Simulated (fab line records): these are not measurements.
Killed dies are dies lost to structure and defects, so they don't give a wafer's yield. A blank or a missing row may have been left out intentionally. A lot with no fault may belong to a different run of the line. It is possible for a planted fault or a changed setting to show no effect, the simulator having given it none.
2 desks looking at one fault + flow sky130 + only its own numbers are on each desk; what lay behind them is given at the end

## FROM THE METROLOGY DESK
Means of the sampled wafers that have a number, per lot and without regard to the tool the lot ran on: this is what the gauges read. Marked OUT: a lot whose mean sits more than 4 standard deviations from the usual mean, which makes it out of limits; the brackets give that distance.
Columns: A = cdNm at SKY_POLY_CUT_CD_MEAS_08, usual 270.4 nm
| lot  | first seen here | A     |
|------|-----------------|-------|
| L836 | day 24 04:32    | 271.4 |
| L838 | day 24 19:10    | 272.8 |
| L837 | day 24 19:30    | 271.3 |
| L839 | day 25 08:12    | 270.2 |
| L840 | day 25 13:09    | 271.2 |
| L841 | day 26 10:54    | 270.8 |
| L842 | day 26 15:46    | 271.5 |
| L843 | day 26 20:37    | 272.3 |
| L847 | day 28 03:55    | 270.5 |
| L848 | day 28 09:44    | 270.4 |
| L850 | day 29 04:44    | 269.8 |
| L856 | day 31 04:51    | 270.4 |
| L857 | day 31 11:07    | 268.9 |
| L858 | day 31 20:28    | 268.0 |
| L859 | day 31 23:32    | 269.7 |
Result from this desk: across the 15 lots, nothing is out of limits.

## AT THE TOOL OWNER'S DESK: cmp-01
The tool's own readings at SKY_VIA2_CMP_02 (polishes SiO2): means of the sampled wafers that have a number, for each lot that ran on this tool. Marked OUT: a lot whose mean sits more than 4 standard deviations from the usual mean, which makes it out of limits; the brackets give that distance.
Columns: A = edgeZonePressureFrac at SKY_VIA2_CMP_02, usual 1.000; B = motorCurrentA at SKY_VIA2_CMP_02, usual 12.5 A; C = platenRpm at SKY_VIA2_CMP_02, usual 60.00 rpm
| lot  | first seen here | A     | B    | C     |
|------|-----------------|-------|------|-------|
| L837 | day 35 18:54    | 1.005 | 12.6 | 60.00 |
| L842 | day 37 07:35    | 1.002 | 12.4 | 59.98 |
| L843 | day 37 13:07    | 1.000 | 12.3 | 60.05 |
| L847 | day 38 17:31    | 0.994 | 12.5 | 59.96 |
| L848 | day 38 21:30    | 0.998 | 13.2 | 60.04 |
| L850 | day 39 14:11    | 0.998 | 12.6 | 59.95 |
| L858 | day 41 23:19    | 0.998 | 12.9 | 60.01 |
Result from this desk: across the 7 lots, nothing is out of limits.

## ALL TOGETHER
Nothing out of limits was seen by the metrology desk.
The tool owner's desk saw nothing out of limits.

## WHAT THE SIMULATOR HAD INSERTED
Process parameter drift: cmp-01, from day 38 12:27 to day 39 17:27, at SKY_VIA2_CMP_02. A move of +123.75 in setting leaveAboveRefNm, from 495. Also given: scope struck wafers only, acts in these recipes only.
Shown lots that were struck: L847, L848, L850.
